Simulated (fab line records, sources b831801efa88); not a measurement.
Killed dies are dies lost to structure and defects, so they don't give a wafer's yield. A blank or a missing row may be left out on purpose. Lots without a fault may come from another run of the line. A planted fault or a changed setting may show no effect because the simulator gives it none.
Chamber matching | flow sky130 | SKY_LI_CONTACT_CMP_02 on cmp-02: 4 sister chambers
The step polishes PSG. 14 wafers are shown with their chamber, then 7 later ones without.

WAFERS WITH THEIR CHAMBER
wafer  | chamber | motor_current_A (A) | time_to_endpoint_s (s)
L509.1 | 2       | 13.4                | 31.2
L509.4 | 3       | 13.4                | 30.1
L509.6 | 3       | 12.4                | 31.5
L514.1 | 2       | 13.5                | 32.3
L514.5 | 3       | 12.5                | 32.4
L514.6 | 0       | 12.5                | 30.7
L518.1 | 3       | 12.3                | 35.2
L518.5 | 1       | 10.9                | 34.0
L518.6 | 2       | 13.8                | 33.9
L519.1 | 2       | 13.9                | 33.5
L519.3 | 1       | 10.7                | 35.0
L519.5 | 1       | 10.6                | 36.5
L523.1 | 1       | 10.6                | 40.7
L523.3 | 0       | 13.1                | 26.2

SIGNATURES (means of the wafers above)
reading            | chamber 0 | chamber 1 | chamber 2 | chamber 3 | scatter within a chamber
motor_current_A    | 12.800    | 10.700    | 13.650    | 12.650    | 0.344
time_to_endpoint_s | 28.450    | 36.550    | 32.725    | 32.300    | 2.34
Rule: a wafer's distance from a chamber is the root of the sum, over the readings, of the square of ((its reading less the chamber's mean) divided by the reading's scatter). The wafer belongs to the nearest chamber; if the next one is less than 2 further off, it can't be placed. The scatter: the root of (the sum of the squares of (reading less its chamber's mean) over the shown wafers, divided by (wafers less chambers)).

WAFERS WITHOUT THEIR CHAMBER
wafer  | motor_current_A (A) | time_to_endpoint_s (s)
L523.5 | 13.6                | 29.4
L527.2 | 12.7                | 30.9
L527.3 | 12.0                | 30.7
L527.5 | 12.6                | 28.7
L532.1 | 13.5                | 33.5
L532.4 | 10.8                | 32.6
L532.6 | 13.9                | 30.8

WHICH CHAMBER EACH WENT THROUGH
wafer  | from the rows above          | in truth
L523.5 | can't be placed: 2 or 0 or 3 | 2
L527.2 | can't be placed: 3 or 0      | 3
L527.3 | can't be placed: 3 or 0      | 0
L527.5 | can't be placed: 0 or 3      | 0
L532.1 | can't be placed: 2 or 3      | 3
L532.4 | 1                            | 1
L532.6 | 2                            | 2
Placed correctly: 2 of 7. Can't be placed from these rows: 5 (the true chamber is among the candidates in 5). Placed wrongly: 0.
